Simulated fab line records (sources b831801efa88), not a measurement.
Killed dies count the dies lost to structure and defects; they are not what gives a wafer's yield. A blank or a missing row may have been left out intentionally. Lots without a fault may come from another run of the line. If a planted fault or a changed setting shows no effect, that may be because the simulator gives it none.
Which tool did it? | flow gf180mcu | 14 lots, 41 wafers sampled, at 4 steps of a route of 602

== WHAT EACH GAUGE READ, for each wafer ==
GF_M3_OVL_MEAS_15.
lot  | measured     | on         | M3_OVL (nm)
L741 | day 21 09:05 | overlay-02 | 7 6
L742 | day 21 17:47 | overlay-01 | -6 3 2
L743 | day 22 04:54 | overlay-02 | 5 -5 13
L744 | day 22 11:35 | overlay-02 | 7 8 8
L745 | day 22 20:11 | overlay-01 | 3 8 8
L746 | day 23 04:14 | overlay-02 | 7 15 7
L757 | day 26 15:41 | overlay-02 | 11 13 2
L758 | day 27 05:05 | overlay-02 | 14 14 6
L759 | day 27 10:48 | overlay-02 | 3 -12 5
L760 | day 27 17:26 | overlay-01 | 2 7 6
L762 | day 28 04:03 | overlay-02 | 7 11 0
L764 | day 28 19:41 | overlay-01 | 0 4 13

GF_V4_CD_MEAS_14: the cd target is 260 nm.
lot  | measured     | on       | cdNm (nm)
L741 | day 24 10:37 | cdSem-01 | 259.9 261.6
L742 | day 24 19:11 | cdSem-02 | 260.5 260.7 260.6
L743 | day 25 05:31 | cdSem-02 | 260.4 259.6 259.8
L744 | day 25 11:20 | cdSem-01 | 263.3 262.6 263.3
L745 | day 25 18:55 | cdSem-01 | 259.5 261.2 261.2
L746 | day 26 02:55 | cdSem-01 | 259.3 260.9 260.8
L757 | day 29 08:02 | cdSem-02 | 259.4 260.7 259.3
L758 | day 29 20:19 | cdSem-01 | 260.3 261.9 259.2
L759 | day 30 00:43 | cdSem-02 | 260.7 261.4 262.2
L760 | day 30 07:30 | cdSem-02 | 260.4 258.9 259.4
L762 | day 30 16:58 | cdSem-02 | 260.4 259.6 258.8
L764 | day 31 07:35 | cdSem-01 | 258.1 259.2 256.2

GF_V5_RS_MEAS_24: the measuring method here is four-point-probe.
lot  | measured     | on           | V5_W_RS (ohm/sq)
L741 | day 27 06:40 | filmMetro-02 | 0.333 0.330
L742 | day 27 15:24 | filmMetro-04 | 0.327 0.329 0.327
L743 | day 28 00:12 | filmMetro-02 | 0.322 0.320 0.322
L744 | day 28 05:44 | filmMetro-01 | 0.333 0.328 0.322
L745 | day 28 13:38 | filmMetro-01 | 0.322 0.318 0.325
L746 | day 28 19:07 | filmMetro-04 | 0.317 0.319 0.324
L757 | day 31 19:01 | filmMetro-02 | 0.329 0.328 0.317
L758 | day 32 06:07 | filmMetro-01 | 0.318 0.330 0.324
L759 | day 32 09:14 | filmMetro-04 | 0.328 0.317 0.329
L760 | day 32 15:25 | filmMetro-01 | 0.322 0.324 0.322
L762 | day 33 02:09 | filmMetro-01 | 0.324 0.328 0.320
L764 | day 33 13:48 | filmMetro-02 | 0.318 0.316 0.329

== EACH LOT AND THE TOOL THAT RAN IT (in order: tool; ch and the chambers of the sampled wafers; start) ==
lot  | GF_DUAL_GATE_DEVELOP_10
L741 | lithoTrack-01 ch 0, day 8 10:07
L742 | lithoTrack-03 ch 0, day 8 16:18
L743 | lithoTrack-03 ch 0, day 8 22:41
L744 | lithoTrack-01 ch 0, day 9 04:23
L745 | lithoTrack-02 ch 0, day 9 13:55
L746 | lithoTrack-03 ch 0, day 9 17:53
L749 | lithoTrack-01 ch 0, day 10 12:53
L750 | lithoTrack-01 ch 0, day 10 22:49
L757 | lithoTrack-02 ch 0, day 12 20:56
L758 | lithoTrack-03 ch 0, day 13 05:38
L759 | lithoTrack-03 ch 0, day 13 14:45
L760 | lithoTrack-02 ch 0, day 13 19:31
L762 | lithoTrack-02 ch 0, day 14 07:31
L764 | lithoTrack-01 ch 0, day 14 23:04
- GF_DUAL_GATE_DEVELOP_10: develop time 60 s.

== AS READ BY THE TOOLS THEMSELVES (means over the sampled wafers that have a number; for cases with no such wafer, the mark the record gives instead) ==
The record holds no such reading with a usual standard deviation.

== THE ANSWER, worked out from the rows above alone ==
Rule: what is usual is taken from the lots themselves. Put in order of their means at a reading, lots are off if they are a third of the lots or fewer, leave a main group of 4 or more, and stand apart from it by a gap of 3 or more times the standard deviation of the main group's means; of several such gaps the widest counts. A main group whose means are all the same, to the digits that the tables above print for the reading, isn't used. Also off: a lot with no number at a reading for which 4 or more lots have one. Where the step has rows for the other lots, those lots are counted as sound. After the gauges, taken in route order, come the tools' own readings; for these a lot's mean is taken, as printed above. At the first step where some lot is off, the reading lying furthest off is the one used; lots without a number count as furthest.
None of the lots is off at any reading shown; this tells nothing.

== WHAT HAD BEEN PUT IN BY THE SIMULATOR ==
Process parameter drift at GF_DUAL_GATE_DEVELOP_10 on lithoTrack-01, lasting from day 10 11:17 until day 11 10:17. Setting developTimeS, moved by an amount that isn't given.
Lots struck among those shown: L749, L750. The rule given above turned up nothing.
